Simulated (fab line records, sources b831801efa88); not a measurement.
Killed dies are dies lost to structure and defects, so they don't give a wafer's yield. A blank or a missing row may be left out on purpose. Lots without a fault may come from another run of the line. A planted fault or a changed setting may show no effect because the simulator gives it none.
fab line records | flow sky130
record lots=5 wafers=15 last_day=49
route steps=708 shown LDD_LDN@299 SPACER@304 POLY_CUT@307 SD_P@320 RES_XHIGH@332
lots that met no fault: from a run of the same line without faults
start_h: hours from the record's first day to the start of the lot's first wafer shown | wait_h: hours since the lot's step before | " the same as in the row above | L1.1+2: a row that stands for several wafers | - no value, or no start given | * or withheld: withheld | < > ~ a bound
route shown NAME@n: a module of which the file shows steps, and the number in the route of the first | usual: mean/standard deviation of fault-free wafers | same: alike in all rows | chamber/n: place in a boat | sites: the reading at each site | _std_site: their standard deviation | _edge_site: outer sites' mean less inner sites' | radius_mm: how far each site lies from the wafer's centre | mask NAME#n: copy n | behind: the tool/chamber that last shaped the wafer | hold: why the lot was held/for how many hours/how that ended | device: the transistor (n, p or np) that didn't switch | end of line: the same wafers' tests at the end of the route | a step without rows: its recipe alone | killed: dies lost to structure and defects at the first sort, not the wafer's yield | map: a wafer's dies, x killed, . not, _ none there
set.NAME: the setting as run; set.NAME@STEP: as run at that earlier step | model.NAME: the simulator's own value behind a step, which no gauge read
lots at some steps of the route; a table a step, a row a wafer
services: from which hour (start_h, from the record's first day; less than 0 if before it) a tool's chamber was out of use, for how many hours, and why
## steps
# step SKY_LDD_LDN_IMPLANT_10
# recipe species=As energy_kev=15 dose_cm2=1.237e+13 tilt_deg=withheld rotation_deg=203
# columns lot.wafer tool chamber start_h wait_h
L076.1+3+4 implanter-03 0 562.73 0.1
L077.2+4+6 implanter-02 0 573.51 0.1
L083.3+4+5 implanter-03 0 601.68 0.1
L084.4+5+6 implanter-03 0 617.05 0.1
L091.1+3+6 implanter-04 0 668.58 0.1
# step SKY_LDD_LDN_IMPLANT_11
# recipe species=As energy_kev=15 dose_cm2=1.25e+13 tilt_deg=withheld rotation_deg=293
# columns lot.wafer tool chamber start_h wait_h
L076.1+3+4 implanter-03 0 562.88 0.1
L077.2+4+6 implanter-02 0 573.66 0.1
L083.3+4+5 implanter-03 0 601.83 0.1
L084.4+5+6 implanter-03 0 617.20 0.1
L091.1+3+6 implanter-04 0 668.73 0.1
# step SKY_LDD_LDN_STRIP_12
# recipe chemistry=O2/N2 power_w=1400 pressure_mtorr=1500 platen_temp_c=withheld o2_flow_sccm=3000 n2_flow_sccm=300 overash_fraction=0.5
# usual chamber_pressure_mTorr=1499.9/1.3 drypump_motor_current_A=5.7/0.35 oes_product_au=0.715/0.004 strip_time_to_endpoint_s=14.19/0.038
# columns lot.wafer tool chamber start_h wait_h chamber_pressure_mTorr drypump_motor_current_A oes_product_au rf_hours_counter_h strip_time_to_endpoint_s
L076.1 plasma_asher-02 1 563.03 0.1 1496.0 5.9 0.713 89 14.17
L076.3 " 0 " " 1499.9 5.1 0.719 - 14.22
L076.4 " 1 " " 1497.3 5.9 0.718 - 14.17
L077.2 plasma_asher-03 0 573.78 0.1 1499.6 6.2 0.716 77 14.22
L077.4 " 0 " " 1500.5 6.2 0.713 - 14.24
L077.6 " 1 " " 1498.9 5.8 0.718 - 14.25
L083.3 plasma_asher-02 1 601.97 0.1 1501.9 5.8 0.718 - 14.19
L083.4 " 0 " " 1498.6 5.1 0.714 - 14.14
L083.5 " 0 " " 1502.4 5.1 0.719 - 14.14
L084.4 plasma_asher-01 1 617.31 0.1 1500.5 5.9 0.718 - 14.18
L084.5 " 1 " " 1500.5 5.8 0.710 - 14.20
L084.6 " 0 " " 1500.1 5.6 0.713 - 14.24
L091.1 plasma_asher-02 0 668.88 0.1 1498.9 5.1 0.721 99 14.15
L091.3 " 0 " " 1499.1 5.1 0.708 - 14.20
L091.6 " 0 " " 1499.7 5.1 0.715 - 14.18
# step SKY_LDD_LDN_TW_MEAS_13
# usual LDD_LDN_TW=1485/9.2
# columns lot.wafer tool chamber start_h wait_h LDD_LDN_TW
L076.1 film_metro-03 - 563.13 0.1 1468
L076.3 " - " " 1469
L076.4 " - " " 1471
L077.2 film_metro-01 - 573.89 0.1 1487
L077.4 " - " " 1499
L077.6 " - " " 1497
L083.3 film_metro-01 - 602.05 0.1 1485
L083.4 " - " " 1498
L083.5 " - " " 1488
L084.4 film_metro-04 - 617.41 0.1 1485
L084.5 " - " " 1486
L084.6 " - " " 1492
L091.1 film_metro-03 - 668.98 0.1 1471
L091.3 " - " " 1477
L091.6 " - " " 1478
# step SKY_LDD_LDN_CLEAN_14
# recipe chemistry=SC1/SC2 mix=1:4:20 temp_c=70 time_s=150 dry=n2_spin
# same time_s=150
# columns lot.wafer tool chamber start_h wait_h
L076.1+3+4 wet_bench-02 0 563.19 0.1
L077.2+4+6 wet_bench-04 1 573.94 0.0
L083.3+4+5 wet_bench-04 2 602.09 0.0
L084.4+5+6 wet_bench-03 2 617.44 0.0
L091.1+3+6 wet_bench-04 0 669.04 0.1
# step SKY_SPACER_CVD_00
# recipe material=Si3N4 precursor=DCS/NH3 target_thk_nm=43.1 temp_c=770 time_s=740 pressure_mtorr=250
# same time_s=740
# columns lot.wafer tool chamber start_h wait_h
L076.1+3+4 lpcvd-02 0 564.41 1.2
L077.2+4+6 lpcvd-02 1 573.99 0.0
L083.3+4+5 lpcvd-02 1 602.16 0.0
L084.4+5+6 lpcvd-02 0 617.49 0.0
L091.1+3+6 lpcvd-02 1 669.09 0.0
# step SKY_SPACER_THK_MEAS_01
# recipe reads=Si3N4_of_SPACER_CVD_00
# usual SPACER_CVD_00_THK=42.9/0.36
# columns lot.wafer tool chamber start_h wait_h SPACER_CVD_00_THK[nm]
L076.1 film_metro-04 - 565.62 0.0 42.7
L076.3 " - " " 42.8
L076.4 " - " " 43.3
L077.2 film_metro-04 - 575.81 0.0 43.6
L077.4 " - " " 43.5
L077.6 " - " " 43.6
L083.3 film_metro-04 - 603.38 0.0 42.6
L083.4 " - " " 42.9
L083.5 " - " " 42.6
L084.4 film_metro-04 - 618.72 0.0 41.9
L084.5 " - " " 42.4
L084.6 " - " " 42.6
L091.1 film_metro-02 - 670.30 0.0 42.7
L091.3 " - " " 42.6
L091.6 " - " " 42.8
# step SKY_SPACER_ETCHBACK_02
# recipe chemistry=CH3F/O2 target=Si3N4 stop_on=SiO2 source_w=400 bias_w=80 pressure_mtorr=25 ch3f_flow_sccm=40 O2_flow_sccm=30 time_s=46.7 target_depth_a=450
# usual chamber_pressure_mTorr=24.999/0.029 drypump_motor_current_A=5.4/0.35 oes_product_au=0.852/0.0065 throttle_valve_pct=10.561/0.0083
# same time_s=46.7
# columns lot.wafer tool chamber start_h wait_h chamber_pressure_mTorr drypump_motor_current_A oes_product_au rf_hours_counter_h throttle_valve_pct
L076.1 rie_diel-03 0 565.68 0.1 25.021 5.4 0.845 16 10.569
L076.3 " 3 " " 24.974 5.5 0.854 4 10.558
L076.4 " 1 " " 25.006 5.3 0.852 - 10.578
L077.2 rie_diel-04 1 575.86 0.0 24.993 5.5 0.872 8 10.562
L077.4 " 2 " " 25.017 5.3 0.865 50 10.555
L077.6 " 1 " " 25.001 5.5 0.856 - 10.578
L083.3 rie_diel-03 2 603.42 0.0 25.017 4.8 0.849 0 10.559
L083.4 " 0 " " 25.028 5.5 0.852 17 10.563
L083.5 " 2 " " 24.975 4.7 0.849 - 10.568
L084.4 rie_diel-03 1 618.75 0.0 25.014 5.3 0.840 54 10.560
L084.5 " 0 " " 25.006 5.5 0.856 - 10.576
L084.6 " 1 " " 24.977 5.4 0.849 - 10.561
L091.1 rie_diel-01 3 670.36 0.1 25.015 6.0 0.849 2 10.571
L091.3 " 0 " " 25.021 5.0 0.850 17 10.560
L091.6 " 1 " " 25.017 5.8 0.851 - 10.552
# step SKY_POLY_CUT_DEHYDRATE_00
# recipe temp_c=200 time_s=60
# same time_s=60
# columns lot.wafer tool chamber start_h wait_h
L076.1+3+4 litho_track-01 0 579.93 14.2
L077.2+4+6 litho_track-02 0 589.90 14.0
L083.3+4+5 litho_track-03 0 617.15 13.7
L084.4+5+6 litho_track-03 0 633.17 14.4
L091.1+3+6 litho_track-03 0 684.50 14.1
# step SKY_POLY_CUT_HMDS_01
# recipe prime_time_s=60 prime_temp_c=120
# columns lot.wafer tool chamber start_h wait_h
L076.1+3+4 litho_track-01 0 580.08 0.1
L077.2+4+6 litho_track-02 0 590.05 0.1
L083.3+4+5 litho_track-03 0 617.30 0.1
L084.4+5+6 litho_track-03 0 633.32 0.1
L091.1+3+6 litho_track-03 0 684.65 0.1
# step SKY_POLY_CUT_COAT_02
# recipe resist=BARC temp_c=withheld time_s=withheld spin_rpm=3000 resist_thk_nm=60
# columns lot.wafer tool chamber start_h wait_h
L076.1+3+4 litho_track-01 0 580.23 0.1
L077.2+4+6 litho_track-02 0 590.20 0.1
L083.3+4+5 litho_track-03 0 617.45 0.1
L084.4+5+6 litho_track-03 0 633.47 0.1
L091.1+3+6 litho_track-03 0 684.80 0.1
# step SKY_POLY_CUT_COAT_03
# recipe resist=KrF-thick spin_rpm=3000 resist_thk_nm=450
# columns lot.wafer tool chamber start_h wait_h
L076.1+3+4 litho_track-01 0 - -
L077.2+4+6 litho_track-02 0 - -
L083.3+4+5 litho_track-03 0 - -
L084.4+5+6 litho_track-03 0 - -
L091.1+3+6 litho_track-03 0 - -
# step SKY_POLY_CUT_SOFTBAKE_04
# recipe temp_c=100 time_s=90 resist=KrF-thick
# same time_s=90
# columns lot.wafer tool chamber start_h wait_h
L076.1+3+4 litho_track-01 0 - -
L077.2+4+6 litho_track-02 0 - -
L083.3+4+5 litho_track-03 0 - -
L084.4+5+6 litho_track-03 0 - -
L091.1+3+6 litho_track-03 0 - -
# step SKY_POLY_CUT_EXPOSE_05
# recipe mask_id=NPCM na=0.8 source_shape=annular sigma_inner=0.55 sigma_outer=0.85 target_cd_nm=270 dose_mj=32
# same sigma_outer=0.85
# columns lot.wafer tool chamber start_h wait_h mask
L076.1+3+4 krf_scanner-02 0 - - NPCM#0
L077.2+4+6 krf_scanner-02 0 - - NPCM#0
L083.3+4+5 krf_scanner-02 0 - - NPCM#0
L084.4+5+6 krf_scanner-01 0 - - NPCM#0
L091.1+3+6 krf_scanner-01 0 - - NPCM#0
# step SKY_POLY_CUT_PEB_06
# recipe peb_temp_c=withheld peb_time_s=withheld resist=KrF-thick
# columns lot.wafer tool chamber start_h wait_h
L076.1+3+4 litho_track-03 0 - -
L077.2+4+6 litho_track-02 0 - -
L083.3+4+5 litho_track-02 0 - -
L084.4+5+6 litho_track-02 0 - -
L091.1+3+6 litho_track-03 0 - -
# step SKY_POLY_CUT_DEVELOP_07
# recipe develop_time_s=60 resist=KrF-thick dev_temp_c=21
# columns lot.wafer tool chamber start_h wait_h
L076.1+3+4 litho_track-03 0 - -
L077.2+4+6 litho_track-02 0 - -
L083.3+4+5 litho_track-02 0 - -
L084.4+5+6 litho_track-02 0 - -
L091.1+3+6 litho_track-03 0 - -
# step SKY_POLY_CUT_CD_MEAS_08
# recipe target_cd_nm=270
# usual cd_nm=269.9/1.5
# columns lot.wafer tool chamber start_h wait_h cd_nm
L076.1 cd_sem-02 - 595.65 - 269.3
L076.3 " - " " 269.2
L076.4 " - " " 268.9
L077.2 cd_sem-01 - 605.70 - 270.5
L077.4 " - " " 270.5
L077.6 " - " " 269.9
L083.3 cd_sem-02 - 632.52 - 273.7
L083.4 " - " " 271.2
L083.5 " - " " 271.1
L084.4 cd_sem-01 - 647.59 - 268.4
L084.5 " - " " 268.5
L084.6 " - " " 268.4
L091.1 cd_sem-01 - 699.25 - 271.7
L091.3 " - " " 273.0
L091.6 " - " " 271.6
# step SKY_POLY_CUT_OVL_MEAS_09
# usual POLY_CUT_OVL=-2/4.8
# columns lot.wafer tool chamber start_h wait_h POLY_CUT_OVL[nm]
L076.1 overlay-02 - 595.77 0.1 -10
L076.3 " - " " -4
L076.4 " - " " -10
L077.2 overlay-02 - 605.80 0.1 -9
L077.4 " - " " -9
L077.6 " - " " -7
L083.3 overlay-01 - 632.61 0.1 -2
L083.4 " - " " -2
L083.5 " - " " -8
L084.4 overlay-02 - 647.66 0.1 -6
L084.5 " - " " -5
L084.6 " - " " -5
L091.1 overlay-02 - 699.37 0.1 9
L091.3 " - " " 7
L091.6 " - " " 9
# step SKY_POLY_CUT_ETCH_10
# recipe chemistry=N2/H2 target=BARC ion_energy_ev=200 source_w=500 bias_w=100 pressure_mtorr=30 n2_flow_sccm=100 h2_flow_sccm=200 stop_on=SiO2 time_s=45.9 target_depth_a=600
# usual chamber_pressure_mTorr=29.995/0.026 drypump_motor_current_A=5.6/0.42 h2_flow_sccm=200.0/0.55 oes_product_au=0.855/0.0045 throttle_valve_pct=13.225/0.0093
# same time_s=45.9
# columns lot.wafer tool chamber start_h wait_h chamber_pressure_mTorr drypump_motor_current_A h2_flow_sccm oes_product_au rf_hours_counter_h throttle_valve_pct
L076.1 rie_diel-02 0 595.80 0.0 29.975 6.2 200.6 0.846 60 13.219
L076.3 " 3 " " 30.018 6.1 199.7 0.855 30 13.218
L076.4 " 2 " " 30.012 5.6 199.9 0.855 6 13.223
L077.2 rie_diel-03 2 605.83 0.0 30.024 4.8 199.8 0.860 1 13.210
L077.4 " 3 " " 30.029 5.5 199.4 0.861 4 13.215
L077.6 " 0 " " 29.998 5.5 200.8 0.859 - 13.223
L083.3 rie_diel-02 2 632.63 0.0 29.998 5.6 199.9 0.854 7 13.219
L083.4 " 1 " " 29.957 6.3 199.8 0.856 3 13.242
L083.5 " 3 " " 29.978 6.1 199.4 0.855 - 13.224
L084.4 rie_diel-03 1 647.68 0.0 30.030 5.3 200.0 0.856 55 13.238
L084.5 " 1 " " 29.985 5.3 200.2 0.860 - 13.222
L084.6 " 0 " " 29.976 5.5 199.9 0.855 - 13.224
L091.1 rie_diel-02 1 699.40 0.0 29.997 6.3 200.7 0.852 5 13.232
L091.3 " 3 " " 29.988 6.1 199.5 0.850 33 13.221
L091.6 " 3 " " 29.950 6.1 199.5 0.856 - 13.239
# step SKY_POLY_CUT_ETCH_11
# recipe target=Si3N4 chemistry=CF4/CH2F2/Ar stop_on=poly-Si source_w=600 bias_w=150 pressure_mtorr=40 cf4_flow_sccm=40 ch2f2_flow_sccm=20 Ar_flow_sccm=150 time_s=42.5 target_depth_a=600
# usual chamber_pressure_mTorr=40.00/0.037 drypump_motor_current_A=5.6/0.42 mfc_ar_sccm=150.0/0.44 oes_product_au=0.830/0.0062 throttle_valve_pct=14.993/0.011
# same time_s=42.5
# columns lot.wafer tool chamber start_h wait_h chamber_pressure_mTorr drypump_motor_current_A mfc_ar_sccm oes_product_au rf_hours_counter_h throttle_valve_pct
L076.1 rie_diel-02 0 595.84 0.0 39.98 6.1 150.6 0.828 60 15.003
L076.3 " 3 " " 40.04 6.1 150.1 0.832 30 14.983
L076.4 " 2 " " 39.98 5.7 149.6 0.824 6 15.005
L077.2 rie_diel-03 2 605.87 0.0 39.92 4.8 150.1 0.827 1 15.002
L077.4 " 3 " " 40.03 5.5 149.8 0.830 4 14.983
L077.6 " 0 " " 39.96 5.5 149.7 0.831 - 15.011
L083.3 rie_diel-02 2 632.67 0.0 40.00 5.6 149.7 0.833 7 14.993
L083.4 " 1 " " 40.00 6.3 150.2 0.832 3 14.981
L083.5 " 3 " " 39.98 6.1 150.7 0.819 - 15.007
L084.4 rie_diel-03 1 647.72 0.0 39.91 5.3 149.9 0.826 55 14.981
L084.5 " 1 " " 39.99 5.4 150.1 0.826 - 14.983
L084.6 " 0 " " 39.95 5.5 150.1 0.829 - 14.995
L091.1 rie_diel-02 1 699.44 0.0 40.00 6.3 150.4 0.834 5 14.988
L091.3 " 3 " " 40.04 6.1 151.0 0.841 33 14.974
L091.6 " 3 " " 40.00 6.1 150.5 0.842 - 14.984
# step SKY_POLY_CUT_STRIP_12
# recipe chemistry=O2/N2 power_w=1400 pressure_mtorr=1500 platen_temp_c=withheld o2_flow_sccm=3000 n2_flow_sccm=300 overash_fraction=0.5
# usual chamber_pressure_mTorr=1499.8/1.5 drypump_motor_current_A=5.7/0.54 oes_product_au=0.452/0.0043 strip_time_to_endpoint_s=5.355/0.018
# columns lot.wafer tool chamber start_h wait_h chamber_pressure_mTorr drypump_motor_current_A oes_product_au rf_hours_counter_h strip_time_to_endpoint_s
L076.1 plasma_asher-04 1 595.88 0.0 1501.5 4.8 0.452 45 5.365
L076.3 " 0 " " 1498.8 6.3 0.457 - 5.354
L076.4 " 1 " " 1498.7 4.8 0.450 - 5.361
L077.2 plasma_asher-02 1 605.92 0.0 1499.5 5.9 0.456 94 5.383
L077.4 " 1 " " 1498.6 5.8 0.448 - 5.377
L077.6 " 1 " " 1500.8 5.9 0.455 - 5.369
L083.3 plasma_asher-02 1 632.75 0.1 1502.0 5.9 0.450 - 5.345
L083.4 " 0 " " 1499.8 5.1 0.457 - 5.378
L083.5 " 0 " " 1498.9 5.1 0.452 - 5.371
L084.4 plasma_asher-02 0 647.80 0.1 1500.0 5.1 0.451 - 5.332
L084.5 " 0 " " 1496.7 5.1 0.454 - 5.361
L084.6 " 1 " " 1499.5 5.9 0.455 - 5.367
L091.1 plasma_asher-03 1 699.48 0.0 1499.7 5.8 0.446 90 5.343
L091.3 " 0 " " 1501.4 6.2 0.447 - 5.357
L091.6 " 1 " " 1501.6 5.8 0.451 - 5.334
# step SKY_SD_P_DEHYDRATE_00
# recipe temp_c=200 time_s=60
# same time_s=60
# columns lot.wafer tool chamber start_h wait_h
L076.1+3+4 litho_track-01 0 609.83 13.9
L077.2+4+6 litho_track-03 0 619.97 14.0
L083.3+4+5 litho_track-01 0 646.13 13.4
L084.4+5+6 litho_track-03 0 661.57 13.7
L091.1+3+6 litho_track-01 0 713.08 13.6
# step SKY_SD_P_HMDS_01
# recipe prime_time_s=60 prime_temp_c=120
# columns lot.wafer tool chamber start_h wait_h
L076.1+3+4 litho_track-01 0 609.98 0.1
L077.2+4+6 litho_track-03 0 620.12 0.1
L083.3+4+5 litho_track-01 0 646.28 0.1
L084.4+5+6 litho_track-03 0 661.72 0.1
L091.1+3+6 litho_track-01 0 713.23 0.1
# step SKY_SD_P_COAT_02
# recipe resist=NOVOLAK spin_rpm=3000 resist_thk_nm=1140
# columns lot.wafer tool chamber start_h wait_h
L076.1+3+4 litho_track-01 0 610.13 0.1
L077.2+4+6 litho_track-03 0 620.27 0.1
L083.3+4+5 litho_track-01 0 646.43 0.1
L084.4+5+6 litho_track-03 0 661.87 0.1
L091.1+3+6 litho_track-01 0 713.38 0.1
# step SKY_SD_P_SOFTBAKE_03
# recipe temp_c=90 time_s=60 resist=NOVOLAK
# same time_s=60
# columns lot.wafer tool chamber start_h wait_h
L076.1+3+4 litho_track-01 0 610.28 0.1
L077.2+4+6 litho_track-03 0 620.42 0.1
L083.3+4+5 litho_track-01 0 646.58 0.1
L084.4+5+6 litho_track-03 0 662.02 0.1
L091.1+3+6 litho_track-01 0 713.53 0.1
# step SKY_SD_P_EXPOSE_04
# recipe mask_id=PSDM na=0.6 source_shape=conventional sigma_outer=0.6 polarization=unpolarized target_cd_nm=380 dose_mj=138
# same sigma_outer=0.6
# columns lot.wafer tool chamber start_h wait_h mask
L076.1+3+4 iline_stepper-01 0 - - PSDM#0
L077.2+4+6 iline_stepper-01 0 - - PSDM#0
L083.3+4+5 iline_stepper-01 0 - - PSDM#0
L084.4+5+6 iline_stepper-02 0 - - PSDM#0
L091.1+3+6 iline_stepper-01 0 - - PSDM#0
# step SKY_SD_P_PEB_05
# recipe temp_c=withheld time_s=* resist=NOVOLAK
# same time_s=*
# columns lot.wafer tool chamber start_h wait_h
L076.1+3+4 litho_track-01 0 - -
L077.2+4+6 litho_track-03 0 - -
L083.3+4+5 litho_track-03 0 - -
L084.4+5+6 litho_track-03 0 - -
L091.1+3+6 litho_track-01 0 - -
# step SKY_SD_P_DEVELOP_06
# recipe resist=NOVOLAK developer=TMAH develop_time_s=60 dev_temp_c=23
# columns lot.wafer tool chamber start_h wait_h
L076.1+3+4 litho_track-01 0 624.93 0.1
L077.2+4+6 litho_track-03 0 634.42 0.1
L083.3+4+5 litho_track-03 0 660.45 0.1
L084.4+5+6 litho_track-03 0 676.52 0.1
L091.1+3+6 litho_track-01 0 727.53 0.1
# step SKY_SD_P_CD_MEAS_07
# recipe target_cd_nm=380
# usual cd_nm=379.4/2.6
# columns lot.wafer tool chamber start_h wait_h cd_nm
L076.1 cd_sem-02 - 625.08 0.1 377.8
L076.3 " - " " 379.7
L076.4 " - " " 378.4
L077.2 cd_sem-02 - 634.57 0.1 375.5
L077.4 " - " " 377.3
L077.6 " - " " 377.2
L083.3 cd_sem-02 - 660.59 0.1 374.4
L083.4 " - " " 376.7
L083.5 " - " " 376.0
L084.4 cd_sem-01 - 676.66 0.1 384.2
L084.5 " - " " 384.4
L084.6 " - " " 384.3
L091.1 cd_sem-01 - 727.68 0.1 374.3
L091.3 " - " " 372.9
L091.6 " - " " 374.3
# step SKY_SD_P_OVL_MEAS_08
# usual SD_P_OVL=0.0/1.2
# columns lot.wafer tool chamber start_h wait_h SD_P_OVL[nm]
L076.1 overlay-02 - 625.20 0.1 -0.6
L076.3 " - " " 1.2
L076.4 " - " " -0.9
L077.2 overlay-02 - 634.67 0.1 0.2
L077.4 " - " " -1.1
L077.6 " - " " 0.0
L083.3 overlay-02 - 660.68 0.1 0.0
L083.4 " - " " -1.3
L083.5 " - " " -1.7
L084.4 overlay-02 - 676.73 0.1 -2.1
L084.5 " - " " -1.7
L084.6 " - " " 2.3
L091.1 overlay-02 - 727.80 0.1 0.0
L091.3 " - " " 1.8
L091.6 " - " " 1.0
# step SKY_SD_P_IMPLANT_09
# recipe species=BF2 energy_kev=19.62 dose_cm2=3e+15 tilt_deg=0
# columns lot.wafer tool chamber start_h wait_h
L076.1+3+4 implanter-01 0 625.24 0.0
L077.2+4+6 implanter-04 0 634.73 0.0
L083.3+4+5 implanter-01 0 660.75 0.1
L084.4+5+6 implanter-04 0 676.83 0.1
L091.1+3+6 implanter-04 0 727.84 0.0
# step SKY_SD_P_STRIP_10
# recipe chemistry=O2/N2 power_w=1400 pressure_mtorr=1500 platen_temp_c=withheld o2_flow_sccm=3000 n2_flow_sccm=300 overash_fraction=0.5
# usual chamber_pressure_mTorr=1500.0/1.3 drypump_motor_current_A=5.6/0.49 oes_product_au=0.619/0.0044 strip_time_to_endpoint_s=17.43/0.039
# columns lot.wafer tool chamber start_h wait_h chamber_pressure_mTorr drypump_motor_current_A oes_product_au rf_hours_counter_h strip_time_to_endpoint_s
L076.1 plasma_asher-04 1 625.39 0.1 1498.9 4.8 0.621 48 17.35
L076.3 " 1 " " 1498.1 4.8 0.615 - 17.34
L076.4 " 0 " " 1501.3 6.3 0.614 - 17.38
L077.2 plasma_asher-04 0 634.85 0.1 1500.0 6.3 0.619 48 17.45
L077.4 " 1 " " 1499.6 4.8 0.618 - 17.48
L077.6 " 0 " " 1502.2 6.3 0.622 - 17.46
L083.3 plasma_asher-02 0 660.89 0.1 1499.1 5.1 0.614 - 17.38
L083.4 " 1 " " 1500.1 5.8 0.614 - 17.38
L083.5 " 0 " " 1498.2 5.1 0.615 - 17.33
L084.4 plasma_asher-04 1 676.97 0.1 1500.3 4.8 0.620 - 17.40
L084.5 " 1 " " 1498.3 4.8 0.624 - 17.41
L084.6 " 0 " " 1499.5 6.3 0.617 - 17.44
L091.1 plasma_asher-02 1 727.99 0.1 1499.6 5.8 0.616 105 17.46
L091.3 " 0 " " 1500.6 5.1 0.615 - 17.45
L091.6 " 1 " " 1501.0 5.9 0.622 - 17.43
# step SKY_SD_P_TW_MEAS_11
# usual SD_P_TW=2817/20
# columns lot.wafer tool chamber start_h wait_h SD_P_TW
L076.1 film_metro-02 - 625.49 0.1 2794
L076.3 " - " " 2803
L076.4 " - " " 2796
L077.2 film_metro-03 - 634.96 0.1 2807
L077.4 " - " " 2812
L077.6 " - " " 2805
L083.3 film_metro-01 - 660.97 0.1 2852
L083.4 " - " " 2852
L083.5 " - " " 2862
L084.4 film_metro-03 - 677.06 0.1 2807
L084.5 " - " " 2790
L084.6 " - " " 2799
L091.1 film_metro-01 - 728.09 0.1 2850
L091.3 " - " " 2855
L091.6 " - " " 2856
# step SKY_RES_XHIGH_DEHYDRATE_00
# recipe temp_c=200 time_s=60
# same time_s=60
# columns lot.wafer tool chamber start_h wait_h
L076.1+3+4 litho_track-02 0 639.23 13.7
L077.2+4+6 litho_track-02 0 648.15 13.2
L083.3+4+5 litho_track-02 0 674.48 13.5
L084.4+5+6 litho_track-04 0 690.62 13.5
L091.1+3+6 litho_track-01 0 740.88 12.8
# step SKY_RES_XHIGH_HMDS_01
# recipe prime_time_s=60 prime_temp_c=120
# columns lot.wafer tool chamber start_h wait_h
L076.1+3+4 litho_track-02 0 639.38 0.1
L077.2+4+6 litho_track-02 0 648.30 0.1
L083.3+4+5 litho_track-02 0 674.63 0.1
L084.4+5+6 litho_track-04 0 690.77 0.1
L091.1+3+6 litho_track-01 0 741.03 0.1
# step SKY_RES_XHIGH_COAT_02
# recipe resist=NOVOLAK spin_rpm=3000 resist_thk_nm=1140
# columns lot.wafer tool chamber start_h wait_h
L076.1+3+4 litho_track-02 0 639.53 0.1
L077.2+4+6 litho_track-02 0 648.45 0.1
L083.3+4+5 litho_track-02 0 674.78 0.1
L084.4+5+6 litho_track-04 0 690.92 0.1
L091.1+3+6 litho_track-01 0 741.18 0.1
# step SKY_RES_XHIGH_SOFTBAKE_03
# recipe temp_c=90 time_s=60 resist=NOVOLAK
# same time_s=60
# columns lot.wafer tool chamber start_h wait_h
L076.1+3+4 litho_track-02 0 639.68 0.1
L077.2+4+6 litho_track-02 0 648.60 0.1
L083.3+4+5 litho_track-02 0 674.93 0.1
L084.4+5+6 litho_track-04 0 691.07 0.1
L091.1+3+6 litho_track-01 0 741.33 0.1
# step SKY_RES_XHIGH_EXPOSE_04
# recipe mask_id=URPM na=0.6 source_shape=conventional sigma_outer=0.6 polarization=unpolarized target_cd_nm=1270 dose_mj=140
# same sigma_outer=0.6
# columns lot.wafer tool chamber start_h wait_h mask
L076.1+3+4 iline_stepper-02 0 - - URPM#0
L077.2+4+6 iline_stepper-01 0 - - URPM#0
L083.3+4+5 iline_stepper-01 0 - - URPM#0
L084.4+5+6 iline_stepper-02 0 - - URPM#0
L091.1+3+6 iline_stepper-01 0 - - URPM#0
# step SKY_RES_XHIGH_PEB_05
# recipe temp_c=withheld time_s=* resist=NOVOLAK
# same time_s=*
# columns lot.wafer tool chamber start_h wait_h
L076.1+3+4 litho_track-02 0 - -
L077.2+4+6 litho_track-01 0 - -
L083.3+4+5 litho_track-01 0 - -
L084.4+5+6 litho_track-04 0 - -
L091.1+3+6 litho_track-01 0 - -
# step SKY_RES_XHIGH_DEVELOP_06
# recipe resist=NOVOLAK developer=TMAH develop_time_s=60 dev_temp_c=23
# columns lot.wafer tool chamber start_h wait_h
L076.1+3+4 litho_track-02 0 654.43 0.1
L077.2+4+6 litho_track-01 0 663.16 0.1
L083.3+4+5 litho_track-01 0 689.18 0.1
L084.4+5+6 litho_track-04 0 704.72 0.1
L091.1+3+6 litho_track-01 0 754.93 0.1
# step SKY_RES_XHIGH_IMPLANT_07
# recipe species=BF2 energy_kev=20 dose_cm2=3.64e+14 tilt_deg=0
# columns lot.wafer tool chamber start_h wait_h
L076.1+3+4 implanter-02 0 654.58 0.1
L077.2+4+6 implanter-01 0 663.31 0.1
L083.3+4+5 implanter-02 0 689.33 0.1
L084.4+5+6 implanter-01 0 704.87 0.1
L091.1+3+6 implanter-03 0 755.08 0.1
# step SKY_RES_XHIGH_STRIP_08
# recipe chemistry=O2/N2 power_w=1400 pressure_mtorr=1500 platen_temp_c=withheld o2_flow_sccm=3000 n2_flow_sccm=300 overash_fraction=0.5
# usual chamber_pressure_mTorr=1499.9/1.5 drypump_motor_current_A=5.8/0.44 oes_product_au=0.710/0.0043 strip_time_to_endpoint_s=14.28/0.05
# columns lot.wafer tool chamber start_h wait_h chamber_pressure_mTorr drypump_motor_current_A oes_product_au rf_hours_counter_h strip_time_to_endpoint_s
L076.1 plasma_asher-03 0 654.73 0.1 1501.2 6.2 0.713 85 14.29
L076.3 " 0 " " 1498.0 6.2 0.710 - 14.26
L076.4 " 1 " " 1502.0 5.8 0.713 - 14.27
L077.2 plasma_asher-04 0 663.43 0.1 1500.3 6.3 0.710 51 14.28
L077.4 " 1 " " 1498.1 4.8 0.708 - 14.28
L077.6 " 1 " " 1501.3 4.8 0.707 - 14.29
L083.3 plasma_asher-01 0 689.47 0.1 1499.5 5.6 0.709 - 14.30
L083.4 " 1 " " 1501.7 5.9 0.700 - 14.27
L083.5 " 1 " " 1499.7 5.9 0.709 - 14.28
L084.4 plasma_asher-04 0 704.97 0.1 1499.3 6.3 0.717 - 14.26
L084.5 " 0 " " 1498.9 6.3 0.706 - 14.30
L084.6 " 1 " " 1499.9 4.8 0.709 - 14.28
L091.1 plasma_asher-01 0 755.23 0.1 1499.8 5.6 0.715 33 14.32
L091.3 " 1 " " 1500.8 5.9 0.708 - 14.37
L091.6 " 0 " " 1497.1 5.6 0.711 - 14.34
## services
# columns tool chamber start_h hours kind
implanter-04 - 556.43 0.7 repair
rie_diel-02 0 556.85 6.9 repair
implanter-04 - 567.53 10.3 repair
implanter-03 - 569.74 4.8 repair
implanter-04 - 581.12 3.4 pm
implanter-04 - 588.09 2.3 repair
implanter-03 - 590.13 2.3 repair
implanter-04 - 598.46 15.0 pm
plasma_asher-02 - 611.65 2.8 pm
implanter-04 - 615.20 1.9 repair
plasma_asher-02 - 616.86 4.6 repair
plasma_asher-04 - 620.58 3.2 repair
iline_stepper-01 - 638.45 1.7 pm
iline_stepper-01 - 660.17 6.8 repair
rie_diel-02 2 671.48 11.9 repair
rie_diel-02 3 675.98 3.8 repair
implanter-03 - 680.61 4.1 pm
rie_diel-03 - 696.58 10.0 pm
implanter-04 - 697.67 2.7 repair
implanter-04 - 718.24 0.8 repair
plasma_asher-02 - 733.75 9.0 pm
implanter-03 - 741.02 10.5 repair
rie_diel-02 - 750.08 0.1 repair
implanter-03 - 751.49 3.4 pm
## key
fault none
